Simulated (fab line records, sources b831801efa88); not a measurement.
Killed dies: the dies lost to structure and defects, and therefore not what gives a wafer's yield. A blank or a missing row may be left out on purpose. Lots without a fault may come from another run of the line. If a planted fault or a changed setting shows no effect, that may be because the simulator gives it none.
Chamber matching | flow gf180mcu | GF_PASSIVATION_ETCH_11 on rie_diel-02 has 4 sister chambers
The step etches the open film in CF4/O2, stops on TiN, target depth 1800 nm, time 400 s. 22 wafers are shown with their chamber, then 11 later ones without.

## WAFERS WITH THEIR CHAMBER
wafer  | chamber | drypump_motor_current_A (A) | oes_product_au (a.u.) | throttle_valve_pct (%)
L076.1 | 2       | 5.13                        | 0.950                 | 5.961
L076.3 | 1       | 5.32                        | 0.956                 | 5.972
L076.4 | 0       | 5.37                        | 0.969                 | 5.963
L077.3 | 0       | 5.37                        | 0.959                 | 5.960
L077.4 | 2       | 5.14                        | 0.971                 | 5.968
L077.6 | 2       | 5.12                        | 0.965                 | 5.937
L078.2 | 1       | 5.31                        | 0.950                 | 5.960
L078.5 | 0       | 5.32                        | 0.970                 | 5.972
L078.6 | 3       | 5.98                        | 0.955                 | 5.960
L081.2 | 1       | 5.28                        | 0.961                 | 5.961
L081.3 | 3       | 5.99                        | 0.959                 | 5.948
L081.4 | 0       | 5.35                        | 0.965                 | 5.977
L085.3 | 3       | 6.05                        | 0.955                 | 5.962
L085.4 | 0       | 5.36                        | 0.977                 | 5.978
L085.5 | 3       | 6.07                        | 0.969                 | 5.961
L087.2 | 0       | 5.34                        | 0.964                 | 5.955
L087.4 | 2       | 5.13                        | 0.967                 | 5.973
L087.6 | 1       | 5.29                        | 0.963                 | 5.970
L090.2 | 2       | 5.13                        | 0.956                 | 5.959
L090.3 | 3       | 6.03                        | 0.953                 | 5.968
L090.5 | 0       | 5.37                        | 0.967                 | 5.964
L093.1 | 1       | 5.30                        | 0.951                 | 5.966

SIGNATURES, as means of the wafers listed above
reading                 | chamber 0 | chamber 1 | chamber 2 | chamber 3 | scatter within a chamber
drypump_motor_current_A | 5.3543    | 5.3000    | 5.1300    | 6.0240    | 0.0227
oes_product_au          | 0.96729   | 0.95620   | 0.96180   | 0.95820   | 0.0066
throttle_valve_pct      | 5.96700   | 5.96580   | 5.95960   | 5.95980   | 0.00929
Rule: a wafer's distance from a chamber is the root of the sum, over the readings, of the square of ((its reading less the chamber's mean) divided by the reading's scatter). If the next closest chamber is less than 2 further off than the closest, the wafer can't be placed; otherwise it belongs to the closest. The scatter is the square root of a quotient: the sum, over the shown wafers, of each reading's squared deviation from its chamber's mean, divided by wafers minus chambers.

## WAFERS WHOSE CHAMBER IS MISSING
wafer  | drypump_motor_current_A (A) | oes_product_au (a.u.) | throttle_valve_pct (%)
L093.5 | 5.31                        | 0.968                 | 5.955
L093.6 | 5.31                        | 0.975                 | 5.966
L092.1 | 5.38                        | 0.966                 | 5.954
L092.3 | 5.13                        | 0.952                 | 5.949
L092.4 | 5.30                        | 0.969                 | 5.969
L095.2 | 5.37                        | 0.960                 | 5.960
L095.5 | 5.39                        | 0.969                 | 5.961
L095.6 | 5.28                        | 0.964                 | 5.955
L096.1 | 5.30                        | 0.959                 | 5.968
L096.3 | 5.14                        | 0.959                 | 5.949
L096.5 | 5.34                        | 0.970                 | 5.967

## WHICH CHAMBER EACH WENT THROUGH
wafer  | from the rows above     | in truth
L093.5 | can't be placed: 1 or 0 | 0
L093.6 | can't be placed: 0 or 1 | 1
L092.1 | 0                       | 0
L092.3 | 2                       | 2
L092.4 | can't be placed: 1 or 0 | 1
L095.2 | can't be placed: 0 or 1 | 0
L095.5 | 0                       | 0
L095.6 | can't be placed: 1 or 0 | 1
L096.1 | 1                       | 1
L096.3 | 2                       | 2
L096.5 | can't be placed: 0 or 1 | 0
Placed correctly: 5 of 11. Cannot be placed on the basis of these rows: 6; the candidates contain the true chamber in 6. Wrongly placed: 0.
